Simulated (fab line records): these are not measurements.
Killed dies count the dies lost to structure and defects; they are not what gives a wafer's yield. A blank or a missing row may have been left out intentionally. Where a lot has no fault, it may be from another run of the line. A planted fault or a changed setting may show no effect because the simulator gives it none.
fab line records | flow gf180mcu
record lots=5 wafers=15 lastDay=33
route steps=602 shown V2@407 M3@409 V3@429
lots untouched by any fault: they come from a run of this same line in which no faults occurred
startH: the number of hours between the record's first day and the start of the first shown wafer of the lot | waitH: time in hours since the lot's previous step | " same as the row above | L1.1+2: one row covering several wafers at once | - no value, or no start given | * or withheld: withheld | < > ~ a bound
route shown NAME@n: names a module that has steps shown in the file, with the first one's number in the route | usual: mean/standard deviation taken from wafers without a fault | same: alike in all rows | chamber/n: place in a boat | sites: the reading at each site | _std_site: how widely they spread, as a standard deviation | _edge_site: inner sites' mean taken away from outer sites' mean | radiusMm: for every site, how far away it sits from the centre of the wafer | mask NAME#n: copy n | behind: tool/chamber where the wafer was last shaped | hold: what put the lot on hold/how long, in hours/how the hold closed | device: the transistor (n, p or np) that didn't switch | end of line: tests run on the same wafers once the route is complete | a step given without rows: its recipe and nothing more | killed: dies lost to structure and defects at the first sort, not the wafer's yield | map: per-die view of a wafer (x killed, . not killed, _ where there is no die)
set.NAME: the setting as run; set.NAME@STEP: as run at that earlier step | model.NAME: the simulator's own value behind a step, which no gauge read
lots at some steps of the route; a table a step, a row a wafer
services: the hour from which a tool's chamber was out of use, counted from the record's first day as startH (under 0 if before that day), plus the number of hours and why
## steps
# step GF_V2_THK_MEAS_25
# recipe thkMeasGauge=xrf reads=W_of_V2_CVD_23
# usual V2_W_THK=342/4.8
# columns lot.wafer tool chamber startH waitH V2_W_THK[nm]
L074.2 filmMetro-04 - 456.54 0.1 346
L074.4 " - " " 345
L074.5 " - " " 345
L079.1 filmMetro-01 - 509.39 0.1 348
L079.4 " - " " 346
L079.5 " - " " 347
L084.1 filmMetro-03 - 567.11 0.1 339
L084.2 " - " " 343
L084.4 " - " " 339
L087.1 filmMetro-03 - 586.16 0.1 336
L087.2 " - " " 341
L087.3 " - " " 342
L092.1 filmMetro-01 - 612.83 0.1 343
L092.4 " - " " 344
L092.5 " - " " 341
# step GF_V2_CMP_26
# recipe stopOn=SiO2 downForcePsi=3.5 platenRpm=60 tOverpolishS=15 targetThkNm=0 padVelocityMS=0.94248
# usual motorCurrentA=11.2/0.97 overpolishRunS=15.000/0.0091 timeToEndpointS=82/3.2
# columns lot.wafer tool chamber startH waitH motorCurrentA overpolishRunS timeToEndpointS
L074.4 cmp-02 1 456.64 0.1 12.0 15.012 85
L074.2 " 2 " " 11.7 15.005 85
L074.5 " 1 " " 12.3 15.003 84
L079.4 cmp-01 3 509.50 0.1 9.5 14.994 78
L079.1 " 0 " " 10.9 14.990 82
L079.5 " 3 " " 10.0 15.008 80
L084.2 cmp-02 0 567.22 0.1 12.7 15.012 85
L084.1 " 1 " " 12.3 15.008 87
L084.4 " 2 " " 11.6 14.989 82
L087.1 cmp-02 0 586.22 0.1 11.8 14.997 77
L087.2 " 1 " " 12.0 14.995 80
L087.3 " 2 " " 12.1 15.001 78
L092.4 cmp-02 0 612.89 0.0 11.2 15.008 79
L092.1 " 1 " " 11.7 14.994 83
L092.5 " 1 " " 11.6 14.993 86
# step GF_M3_SPUTTER_00
# recipe material=Ti targetThkNm=37.5 arrivingIonEnergyEv=80 substrateTempC=200 chamberPressurePa=2 powerW=4000 timeS=150
# usual throttleValvePct=29.4/1.3
# columns lot.wafer tool chamber startH waitH throttleValvePct
L074.2 pvdSputter-03 - 456.89 0.1 29.4
L074.4 " - " " 27.2
L074.5 " - " " 27.3
L079.1 pvdSputter-01 - 509.75 0.1 29.4
L079.4 " - " " 31.1
L079.5 " - " " 29.5
L084.1 pvdSputter-01 - 567.47 0.1 28.6
L084.2 " - " " 29.6
L084.4 " - " " 28.7
L087.1 pvdSputter-01 - 586.52 0.2 29.5
L087.2 " - " " 29.2
L087.3 " - " " 28.9
L092.1 pvdSputter-03 - 613.19 0.2 29.9
L092.4 " - " " 27.1
L092.5 " - " " 30.0
# step GF_M3_SPUTTER_01
# recipe material=TiN targetThkNm=30 powerW=6500 timeS=25 chamberPressurePa=0.4
# usual throttleValvePct=29.4/1.3
# columns lot.wafer tool chamber startH waitH throttleValvePct
L074.2 pvdSputter-03 - 456.99 0.1 29.6
L074.4 " - " " 27.2
L074.5 " - " " 26.9
L079.1 pvdSputter-01 - 509.85 0.1 29.7
L079.4 " - " " 30.9
L079.5 " - " " 29.7
L084.1 pvdSputter-01 - 567.57 0.1 29.1
L084.2 " - " " 29.5
L084.4 " - " " 29.1
L087.1 pvdSputter-01 - 586.62 0.1 29.4
L087.2 " - " " 29.1
L087.3 " - " " 28.9
L092.1 pvdSputter-03 - 613.29 0.1 30.1
L092.4 " - " " 27.0
L092.5 " - " " 29.9
# step GF_M3_SPUTTER_02
# recipe material=AlCu targetThkNm=450 powerW=10600 timeS=23.9 chamberPressurePa=0.4
# usual throttleValvePct=29.4/1.3
# columns lot.wafer tool chamber startH waitH throttleValvePct
L074.2 pvdSputter-03 - 457.02 0.0 29.7
L074.4 " - " " 27.1
L074.5 " - " " 27.1
L079.1 pvdSputter-01 - 509.88 0.0 29.4
L079.4 " - " " 30.8
L079.5 " - " " 29.5
L084.1 pvdSputter-01 - 567.60 0.0 29.2
L084.2 " - " " 29.4
L084.4 " - " " 28.8
L087.1 pvdSputter-01 - 586.65 0.0 29.4
L087.2 " - " " 29.0
L087.3 " - " " 29.2
L092.1 pvdSputter-03 - 613.32 0.0 30.1
L092.4 " - " " 27.0
L092.5 " - " " 29.9
# step GF_M3_SPUTTER_03
# recipe material=Ti targetThkNm=10 substrateTempC=300 chamberPressurePa=0.3 powerW=3000 timeS=6.7
# usual throttleValvePct=29.4/1.3
# columns lot.wafer tool chamber startH waitH throttleValvePct
L074.2 pvdSputter-03 - 457.05 0.0 29.8
L074.4 " - " " 26.9
L074.5 " - " " 26.9
L079.1 pvdSputter-01 - 509.91 0.0 29.3
L079.4 " - " " 31.0
L079.5 " - " " 29.6
L084.1 pvdSputter-01 - 567.63 0.0 28.8
L084.2 " - " " 29.8
L084.4 " - " " 28.8
L087.1 pvdSputter-01 - 586.68 0.0 29.7
L087.2 " - " " 28.9
L087.3 " - " " 28.8
L092.1 pvdSputter-03 - 613.35 0.0 30.0
L092.4 " - " " 26.9
L092.5 " - " " 30.3
# step GF_M3_SPUTTER_04
# recipe material=TiN targetThkNm=50 powerW=6500 timeS=41.7 chamberPressurePa=0.4
# usual throttleValvePct=29.4/1.3
# columns lot.wafer tool chamber startH waitH throttleValvePct
L074.2 pvdSputter-03 - 457.07 0.0 29.8
L074.4 " - " " 27.1
L074.5 " - " " 26.8
L079.1 pvdSputter-01 - 509.93 0.0 29.7
L079.4 " - " " 31.0
L079.5 " - " " 29.4
L084.1 pvdSputter-01 - 567.65 0.0 29.0
L084.2 " - " " 29.4
L084.4 " - " " 29.1
L087.1 pvdSputter-01 - 586.70 0.0 29.7
L087.2 " - " " 28.7
L087.3 " - " " 29.0
L092.1 pvdSputter-03 - 613.37 0.0 30.0
L092.4 " - " " 27.4
L092.5 " - " " 30.0
# step GF_M3_RS_MEAS_05
# recipe thkMeasGauge=four-point-probe reads=TiN_of_M3_SPUTTER_04+Ti_of_M3_SPUTTER_03+AlCu_of_M3_SPUTTER_02+TiN_of_M3_SPUTTER_01+Ti_of_M3_SPUTTER_00
# usual M3_ALCU_RS=0.0696/0.00069
# columns lot.wafer tool chamber startH waitH M3_ALCU_RS[ohm/sq]
L074.2 filmMetro-02 - 457.13 0.0 0.0693
L074.4 " - " " 0.0696
L074.5 " - " " 0.0698
L079.1 filmMetro-03 - 509.97 0.0 0.0694
L079.4 " - " " 0.0697
L079.5 " - " " 0.0692
L084.1 filmMetro-03 - 567.69 0.0 0.0699
L084.2 " - " " 0.0696
L084.4 " - " " 0.0708
L087.1 filmMetro-03 - 586.74 0.0 0.0695
L087.2 " - " " 0.0706
L087.3 " - " " 0.0703
L092.1 filmMetro-04 - 613.41 0.0 0.0689
L092.4 " - " " 0.0706
L092.5 " - " " 0.0690
# step GF_M3_THK_MEAS_06
# recipe thkMeasGauge=xrf reads=AlCu_of_M3_SPUTTER_02
# usual M3_ALCU_THK=445/5.6
# columns lot.wafer tool chamber startH waitH M3_ALCU_THK[nm]
L074.2 filmMetro-02 - 457.24 0.1 445
L074.4 " - " " 442
L074.5 " - " " 444
L079.1 filmMetro-03 - 510.09 0.1 450
L079.4 " - " " 448
L079.5 " - " " 451
L084.1 filmMetro-03 - 567.81 0.1 447
L084.2 " - " " 450
L084.4 " - " " 443
L087.1 filmMetro-03 - 586.86 0.1 448
L087.2 " - " " 440
L087.3 " - " " 447
L092.1 filmMetro-04 - 613.53 0.1 443
L092.4 " - " " 434
L092.5 " - " " 444
# step GF_M3_DEHYDRATE_07
# recipe tempC=200 timeS=60
# columns lot.wafer tool chamber startH waitH
L074.2+4+5 lithoTrack-01 0 467.39 10.1
L079.1+4+5 lithoTrack-04 0 519.78 9.7
L084.1+2+4 lithoTrack-04 0 578.43 10.6
L087.1+2+3 lithoTrack-04 0 597.42 10.6
L092.1+4+5 lithoTrack-01 0 623.72 10.2
# step GF_M3_HMDS_08
# recipe primeTimeS=60 primeTempC=120
# usual primeTempC=119.97/0.15
# same primeTimeS=60
# columns lot.wafer tool chamber startH waitH primeTempC
L074.2 lithoTrack-01 0 467.54 0.1 119.87
L074.4 " 0 " " 119.84
L074.5 " 0 " " 119.87
L079.1 lithoTrack-04 0 519.93 0.1 120.04
L079.4 " 0 " " 119.90
L079.5 " 0 " " 120.25
L084.1 lithoTrack-04 0 578.58 0.1 120.03
L084.2 " 0 " " 120.26
L084.4 " 0 " " 119.96
L087.1 lithoTrack-04 0 597.57 0.1 119.84
L087.2 " 0 " " 120.05
L087.3 " 0 " " 119.91
L092.1 lithoTrack-01 0 623.87 0.1 120.18
L092.4 " 0 " " 120.05
L092.5 " 0 " " 120.08
# step GF_M3_COAT_09
# recipe resist=KrF spinRpm=withheld resistThkNm=1000
# columns lot.wafer tool chamber startH waitH
L074.2+4+5 lithoTrack-01 0 467.69 0.1
L079.1+4+5 lithoTrack-04 0 520.08 0.1
L084.1+2+4 lithoTrack-04 0 578.73 0.1
L087.1+2+3 lithoTrack-04 0 597.72 0.1
L092.1+4+5 lithoTrack-01 0 624.02 0.1
# step GF_M3_SOFTBAKE_10
# recipe tempC=130 timeS=60 resist=KrF
# columns lot.wafer tool chamber startH waitH
L074.2+4+5 lithoTrack-01 0 467.84 0.1
L079.1+4+5 lithoTrack-04 0 520.23 0.1
L084.1+2+4 lithoTrack-04 0 578.88 0.1
L087.1+2+3 lithoTrack-04 0 597.87 0.1
L092.1+4+5 lithoTrack-01 0 624.17 0.1
# step GF_M3_EXPOSE_11
# recipe maskId=Metal3 targetCdNm=280 na=0.68 sourceShape=conventional sigmaOuter=0.6 doseMj=28
# columns lot.wafer tool chamber startH waitH mask
L074.2+4+5 krfScanner-01 0 - - Metal3#0
L079.1+4+5 krfScanner-02 0 - - Metal3#0
L084.1+2+4 krfScanner-01 0 - - Metal3#0
L087.1+2+3 krfScanner-01 0 - - Metal3#0
L092.1+4+5 krfScanner-02 0 - - Metal3#0
# step GF_M3_PEB_12
# recipe pebTempC=135 pebTimeS=90 resist=KrF
# columns lot.wafer tool chamber startH waitH
L074.2+4+5 lithoTrack-04 0 - -
L079.1+4+5 lithoTrack-02 0 - -
L084.1+2+4 lithoTrack-01 0 - -
L087.1+2+3 lithoTrack-02 0 - -
L092.1+4+5 lithoTrack-04 0 - -
# step GF_M3_DEVELOP_13
# recipe developTimeS=60 devTempC=21
# columns lot.wafer tool chamber startH waitH
L074.2+4+5 lithoTrack-04 0 480.95 0.2
L079.1+4+5 lithoTrack-02 0 532.37 0.2
L084.1+2+4 lithoTrack-01 0 588.62 0.2
L087.1+2+3 lithoTrack-02 0 607.67 0.2
L092.1+4+5 lithoTrack-04 0 633.57 0.2
# step GF_M3_CD_MEAS_14
# recipe targetCdNm=280
# usual cdNm=280.4/1
# columns lot.wafer tool chamber startH waitH cdNm
L074.2 cdSem-01 - 481.10 0.1 280.0
L074.4 " - " " 280.8
L074.5 " - " " 280.2
L079.1 cdSem-01 - 532.52 0.1 279.1
L079.4 " - " " 281.3
L079.5 " - " " 279.8
L084.1 cdSem-01 - 588.77 0.1 282.6
L084.2 " - " " 283.2
L084.4 " - " " 282.2
L087.1 cdSem-02 - 607.82 0.1 281.0
L087.2 " - " " 280.7
L087.3 " - " " 279.2
L092.1 cdSem-01 - 633.72 0.1 280.1
L092.4 " - " " 280.1
L092.5 " - " " 280.2
# step GF_M3_OVL_MEAS_15
# usual M3_OVL=-2/5.5
# columns lot.wafer tool chamber startH waitH M3_OVL[nm]
L074.2 overlay-01 - 481.20 0.1 -6
L074.4 " - " " -3
L074.5 " - " " -3
L079.1 overlay-01 - 532.64 0.1 -11
L079.4 " - " " 8
L079.5 " - " " -7
L084.1 overlay-02 - 588.89 0.1 -8
L084.2 " - " " -7
L084.4 " - " " -1
L087.1 overlay-02 - 607.94 0.1 -11
L087.2 " - " " -4
L087.3 " - " " -10
L092.1 overlay-01 - 633.84 0.1 -4
L092.4 " - " " -1
L092.5 " - " " 2
# step GF_M3_METAL_ETCH_16
# recipe chemistry=Cl2/BCl3 maskMaterial=KrF targetDepthNm=750.8 stopOn=SiO2 pressureMtorr=8 icpW=800 biasW=140 Cl2_flow_sccm=80 bcl3FlowSccm=40 timeS=125.1
# usual drypumpMotorCurrentA=5.4/0.33 oesProductAu=0.990/0.0064 throttleValvePct=28.230/0.011
# columns lot.wafer tool chamber startH waitH drypumpMotorCurrentA oesProductAu rfHoursCounterH throttleValvePct
L074.2 rieMetal-01 1 481.28 0.1 5.7 0.993 - 28.228
L074.4 " 1 " " 5.7 0.990 - 28.208
L074.5 " 1 " " 5.7 0.995 - 28.237
L079.1 rieMetal-04 1 532.67 0.0 5.6 0.983 9 28.236
L079.4 " 0 " " 5.0 0.982 - 28.238
L079.5 " 1 " " 5.7 0.981 - 28.249
L084.1 rieMetal-01 1 588.92 0.0 5.7 0.981 1 28.240
L084.2 " 0 " " 5.7 0.984 3 28.255
L084.4 " 1 " " 5.6 0.991 - 28.238
L087.1 rieMetal-03 1 607.97 0.0 5.3 0.996 13 28.217
L087.2 " 0 " " 4.9 0.990 10 28.234
L087.3 " 0 " " 4.9 0.990 - 28.248
L092.1 rieMetal-03 1 633.88 0.0 5.3 0.995 14 28.217
L092.4 " 1 " " 5.3 0.992 - 28.218
L092.5 " 1 " " 5.3 0.988 - 28.212
# step GF_M3_STRIP_17
# recipe chemistry=O2/N2 powerW=1400 pressureMtorr=1500 platenTempC=250 o2FlowSccm=3000 n2FlowSccm=300 overashFraction=0.5
# usual drypumpMotorCurrentA=5.51/0.21 heaterPowerW=316/34 oesProductAu=0.538/0.0051 stripTimeToEndpointS=7.39/0.052
# same overashFraction=0.5
# columns lot.wafer tool chamber startH waitH drypumpMotorCurrentA heaterPowerW oesProductAu rfHoursCounterH stripTimeToEndpointS
L074.2 plasmaAsher-04 1 481.49 0.2 5.36 304 0.538 35 7.33
L074.4 " 1 " " 5.39 307 0.544 - 7.36
L074.5 " 1 " " 5.36 310 0.530 - 7.35
L079.1 plasmaAsher-01 0 532.80 0.1 5.29 374 0.539 73 7.48
L079.4 " 0 " " 5.31 374 0.541 - 7.54
L079.5 " 1 " " 5.84 278 0.534 - 7.49
L084.1 plasmaAsher-01 0 589.05 0.1 5.30 368 0.543 80 7.40
L084.2 " 1 " " 5.84 291 0.540 80 7.46
L084.4 " 1 " " 5.83 290 0.533 - 7.40
L087.1 plasmaAsher-04 1 608.10 0.1 5.45 303 0.533 47 7.34
L087.2 " 0 " " 5.63 281 0.533 47 7.38
L087.3 " 0 " " 5.64 281 0.544 - 7.40
L092.1 plasmaAsher-01 1 634.01 0.1 5.84 294 0.536 86 7.38
L092.4 " 1 " " 5.87 290 0.531 - 7.39
L092.5 " 1 " " 5.85 286 0.536 - 7.33
# step GF_M3_STRIP_18
# recipe chemistry=postEtchResidueRemover timeS=1200 tempC=72.5
# usual bathGuardTempC=72.7/0.7 tempC=72.51/0.1
# columns lot.wafer tool chamber startH waitH bathGuardTempC tempC
L074.2 wetBench-04 0 481.59 0.1 73.2 72.51
L074.4 " 0 " " 73.1 72.38
L074.5 " 0 " " 73.2 72.70
L079.1 wetBench-03 0 532.90 0.1 72.1 72.38
L079.4 " 0 " " 72.7 72.41
L079.5 " 0 " " 71.9 72.47
L084.1 wetBench-02 1 589.15 0.1 72.0 72.58
L084.2 " 1 " " 72.0 72.66
L084.4 " 1 " " 72.2 72.74
L087.1 wetBench-04 3 608.20 0.1 72.6 72.64
L087.2 " 3 " " 72.3 72.47
L087.3 " 3 " " 72.5 72.62
L092.1 wetBench-03 2 634.14 0.1 71.4 72.29
L092.4 " 2 " " 71.4 72.57
L092.5 " 2 " " 71.5 72.55
# step GF_M3_CLEAN_19
# recipe chemistry=DIW dry=n2Spin
# columns lot.wafer tool chamber startH waitH
L074.2+4+5 wetBench-02 3 481.93 0.0
L079.1+4+5 wetBench-04 0 533.24 0.0
L084.1+2+4 wetBench-03 3 589.52 0.0
L087.1+2+3 wetBench-02 0 608.54 0.0
L092.1+4+5 wetBench-02 1 634.51 0.0
# step GF_V3_CVD_00
# recipe material=SiO2 targetThkNm=600 sigmaOpenFrac=0.3 tempC=400 timeS=100 sih4FlowSccm=60 pressureMtorr=6
# columns lot.wafer tool chamber startH waitH
L074.2+4+5 hdpcvd-02 1,2,1 482.02 0.0
L079.1+4+5 hdpcvd-02 1,2,0 533.34 0.0
L084.1+2+4 hdpcvd-01 2,1,0 589.62 0.0
L087.1+2+3 hdpcvd-01 0,1,2 608.64 0.0
L092.1+4+5 hdpcvd-01 2,2,1 634.60 0.0
# step GF_V3_THK_MEAS_01
# recipe reads=SiO2_of_V3_CVD_00
# usual V3_CVD_00_THK=600/7.2
# columns lot.wafer tool chamber startH waitH V3_CVD_00_THK[nm]
L074.2 filmMetro-02 - 482.11 0.0 602
L074.4 " - " " 586
L074.5 " - " " 598
L079.1 filmMetro-02 - 533.42 0.0 606
L079.4 " - " " 586
L079.5 " - " " 584
L084.1 filmMetro-02 - 589.69 0.0 607
L084.2 " - " " 613
L084.4 " - " " 596
L087.1 filmMetro-04 - 608.72 0.0 600
L087.2 " - " " 609
L087.3 " - " " 604
L092.1 filmMetro-04 - 634.67 0.0 603
L092.4 " - " " 598
L092.5 " - " " 599
# step GF_V3_CVD_02
# recipe material=SiO2 targetThkNm=850 precursor=TEOS tempC=400 timeS=94.851 rfW=600
# usual heaterPowerW=657/89
# columns lot.wafer tool chamber startH waitH heaterPowerW
L074.2 pecvd-03 1 482.16 0.0 713
L074.4 " 2 " " 621
L074.5 " 1 " " 749
L079.1 pecvd-02 2 533.48 0.1 651
L079.4 " 2 " " 540
L079.5 " 1 " " 757
L084.1 pecvd-02 1 589.75 0.1 719
L084.2 " 2 " " 656
L084.4 " 2 " " 546
L087.1 pecvd-04 1 608.78 0.1 569
L087.2 " 2 " " 770
L087.3 " 0 " " 659
L092.1 pecvd-03 2 634.73 0.1 567
L092.4 " 2 " " 626
L092.5 " 1 " " 784
# step GF_V3_THK_MEAS_03
# recipe reads=SiO2_of_V3_CVD_02
# usual V3_CVD_02_THK=850/13
# columns lot.wafer tool chamber startH waitH V3_CVD_02_THK[nm]
L074.2 filmMetro-01 - 482.24 0.0 826
L074.4 " - " " 839
L074.5 " - " " 847
L079.1 filmMetro-02 - 533.55 0.0 836
L079.4 " - " " 858
L079.5 " - " " 851
L084.1 filmMetro-01 - 589.82 0.0 837
L084.2 " - " " 852
L084.4 " - " " 862
L087.1 filmMetro-01 - 608.84 0.0 839
L087.2 " - " " 847
L087.3 " - " " 850
L092.1 filmMetro-04 - 634.80 0.0 845
L092.4 " - " " 840
L092.5 " - " " 855
# step GF_V3_CMP_04
# recipe material=SiO2 downForcePsi=4 platenRpm=60 padVelocityMS=0.94248
# usual motorCurrentA=12.2/1.1 timeToEndpointS=79/6.3
# columns lot.wafer tool chamber startH waitH motorCurrentA timeToEndpointS
L074.2 cmp-01 2 482.29 0.0 12.3 72
L074.4 " 1 " " 10.0 76
L074.5 " 2 " " 12.1 82
L079.1 cmp-02 3 533.71 0.1 11.8 82
L079.4 " 0 " " 13.4 86
L079.5 " 1 " " 13.1 85
L084.4 cmp-02 0 589.88 0.0 13.7 82
L084.2 " 1 " " 12.9 75
L084.1 " 3 " " 12.3 77
L087.3 cmp-02 1 608.90 0.0 13.2 77
L087.2 " 3 " " 12.3 81
L087.1 " 0 " " 12.0 72
L092.4 cmp-01 2 634.88 0.0 12.3 83
L092.1 " 0 " " 12.2 79
L092.5 " 2 " " 12.2 88
# step GF_V3_BOW_MEAS_05
# recipe mode=bow
# usual V3_BOW=114/7.9
# columns lot.wafer tool chamber startH waitH V3_BOW[um]
L074.2 filmMetro-04 - 482.61 0.3 124
L074.4 " - " " 116
L074.5 " - " " 112
L079.1 filmMetro-04 - 533.91 0.1 121
L079.4 " - " " 116
L079.5 " - " " 105
L084.1 filmMetro-02 - 590.18 0.1 103
L084.2 " - " " 125
L084.4 " - " " 113
L087.1 filmMetro-02 - 609.20 0.1 102
L087.2 " - " " 104
L087.3 " - " " 117
L092.1 filmMetro-01 - 635.18 0.1 127
L092.4 " - " " 116
L092.5 " - " " 110
# step GF_V3_DEHYDRATE_06
# recipe tempC=200 timeS=60
# columns lot.wafer tool chamber startH waitH
L074.2+4+5 lithoTrack-03 0 493.06 10.4
L079.1+4+5 lithoTrack-01 0 544.12 10.2
L084.1+2+4 lithoTrack-03 0 600.88 10.7
L087.1+2+3 lithoTrack-03 0 619.23 10.0
L092.1+4+5 lithoTrack-04 0 645.62 10.4
# step GF_V3_HMDS_07
# recipe primeTimeS=60 primeTempC=120
# usual primeTempC=119.95/0.12
# same primeTimeS=60
# columns lot.wafer tool chamber startH waitH primeTempC
L074.2 lithoTrack-03 0 493.21 0.1 119.93
L074.4 " 0 " " 120.08
L074.5 " 0 " " 119.92
L079.1 lithoTrack-01 0 544.27 0.1 119.84
L079.4 " 0 " " 119.86
L079.5 " 0 " " 119.87
L084.1 lithoTrack-03 0 601.03 0.1 119.92
L084.2 " 0 " " 119.93
L084.4 " 0 " " 119.93
L087.1 lithoTrack-03 0 619.38 0.1 119.97
L087.2 " 0 " " 119.96
L087.3 " 0 " " 119.86
L092.1 lithoTrack-04 0 645.77 0.1 119.98
L092.4 " 0 " " 119.83
L092.5 " 0 " " 120.04
# step GF_V3_COAT_08
# recipe resist=BARC tempC=withheld timeS=withheld spinRpm=withheld resistThkNm=withheld
# columns lot.wafer tool chamber startH waitH
L074.2+4+5 lithoTrack-03 0 493.36 0.1
L079.1+4+5 lithoTrack-01 0 544.42 0.1
L084.1+2+4 lithoTrack-03 0 601.18 0.1
L087.1+2+3 lithoTrack-03 0 619.53 0.1
L092.1+4+5 lithoTrack-04 0 645.92 0.1
# step GF_V3_COAT_09
# recipe resist=KrF spinRpm=withheld resistThkNm=1000
# columns lot.wafer tool chamber startH waitH
L074.2+4+5 lithoTrack-03 0 - -
L079.1+4+5 lithoTrack-01 0 - -
L084.1+2+4 lithoTrack-03 0 - -
L087.1+2+3 lithoTrack-03 0 - -
L092.1+4+5 lithoTrack-04 0 - -
# step GF_V3_SOFTBAKE_10
# recipe tempC=130 timeS=60 resist=KrF
# columns lot.wafer tool chamber startH waitH
L074.2+4+5 lithoTrack-03 0 - -
L079.1+4+5 lithoTrack-01 0 - -
L084.1+2+4 lithoTrack-03 0 - -
L087.1+2+3 lithoTrack-03 0 - -
L092.1+4+5 lithoTrack-04 0 - -
# step GF_V3_EXPOSE_11
# recipe maskId=Via3 targetCdNm=260 na=0.68 sourceShape=conventional sigmaOuter=0.6 doseMj=38
# columns lot.wafer tool chamber startH waitH mask
L074.2+4+5 krfScanner-02 0 - - Via3#0
L079.1+4+5 krfScanner-01 0 - - Via3#0
L084.1+2+4 krfScanner-02 0 - - Via3#0
L087.1+2+3 krfScanner-01 0 - - Via3#0
L092.1+4+5 krfScanner-01 0 - - Via3#0
# step GF_V3_PEB_12
# recipe pebTempC=135 pebTimeS=90 resist=KrF
# columns lot.wafer tool chamber startH waitH
L074.2+4+5 lithoTrack-01 0 - -
L079.1+4+5 lithoTrack-04 0 - -
L084.1+2+4 lithoTrack-03 0 - -
L087.1+2+3 lithoTrack-01 0 - -
L092.1+4+5 lithoTrack-04 0 - -
# step GF_V3_DEVELOP_13
# recipe developTimeS=60 resist=KrF devTempC=21
# columns lot.wafer tool chamber startH waitH
L074.2+4+5 lithoTrack-01 0 505.94 0.2
L079.1+4+5 lithoTrack-04 0 556.33 0.2
L084.1+2+4 lithoTrack-03 0 611.38 0.2
L087.1+2+3 lithoTrack-01 0 629.12 0.2
L092.1+4+5 lithoTrack-04 0 655.02 0.2
## services
# columns tool chamber startH hours kind
krfScanner-01 - 437.11 2.9 repair
wetBench-02 - 441.73 0.9 repair
cmp-01 - 443.02 2.3 repair
krfScanner-01 - 473.65 4.0 pm
krfScanner-01 - 492.78 1.0 pm
krfScanner-02 - 496.70 1.0 pm
wetBench-02 - 530.26 7.9 repair
cmp-01 - 532.65 5.9 repair
hdpcvd-01 - 539.25 15.0 pm
krfScanner-01 - 546.23 0.8 pm
krfScanner-01 - 561.37 1.3 pm
krfScanner-02 - 562.67 0.8 pm
cmp-02 - 572.00 4.0 pm
cmp-02 - 576.00 3.5 pm
cmp-01 - 597.70 6.1 pm
krfScanner-02 - 598.70 1.3 pm
pvdSputter-01 - 618.09 3.5 repair
pvdSputter-01 - 618.23 0.8 repair
cmp-02 - 618.41 4.5 pm
pvdSputter-03 - 619.77 1.1 repair
pvdSputter-01 - 633.40 8.5 repair
krfScanner-02 - 637.21 11.1 repair
cmp-02 - 643.33 0.4 repair
krfScanner-01 - 651.30 0.4 repair
## key
fault none
